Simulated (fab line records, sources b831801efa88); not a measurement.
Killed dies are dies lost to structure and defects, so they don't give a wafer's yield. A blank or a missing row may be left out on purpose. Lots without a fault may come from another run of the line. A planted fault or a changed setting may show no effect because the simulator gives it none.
Chamber matching | flow sky130 | SKY_CAP2M_CVD_00 on pecvd-01: 3 sister chambers
The step deposits SiO2, target thk 15.5 nm. 3 wafers are shown with their chamber, then 7 later ones without.

WAFERS WITH THEIR CHAMBER
wafer  | chamber | rf_fwd_power_W (W)
L086.2 | 1       | 444.6
L086.5 | 0       | 436.8
L092.4 | 2       | 439.3

WAFERS WITHOUT THEIR CHAMBER
wafer  | rf_fwd_power_W (W)
L092.5 | 442.8
L094.3 | 442.1
L094.4 | 439.2
L094.5 | 439.7
L096.1 | 438.9
L096.2 | 438.6
L096.3 | 443.4

WHICH CHAMBER EACH WENT THROUGH
wafer  | from the rows above     | in truth
L092.5 | can't be placed: 1 or 2 | 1
L094.3 | can't be placed: 1 or 2 | 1
L094.4 | can't be placed: 2 or 0 | 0
L094.5 | can't be placed: 2 or 0 | 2
L096.1 | can't be placed: 2 or 0 | 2
L096.2 | can't be placed: 2 or 0 | 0
L096.3 | 1                       | 1
Placed correctly: 1 of 7. Can't be placed from these rows: 6 (the true chamber is among the candidates in 6). Placed wrongly: 0.
How it was worked out, from the rows above alone: a wafer's distance from a chamber is the root of the sum, over the readings, of the square of ((its reading less the chamber's mean) divided by the reading's scatter). The wafer belongs to the nearest chamber; if the next one is less than 2 further off, it can't be placed. A chamber's mean is the mean of its shown wafers. The scatter: with one shown wafer a chamber, the root of the mean of the squares of how far each hidden wafer lies from its nearest shown one.
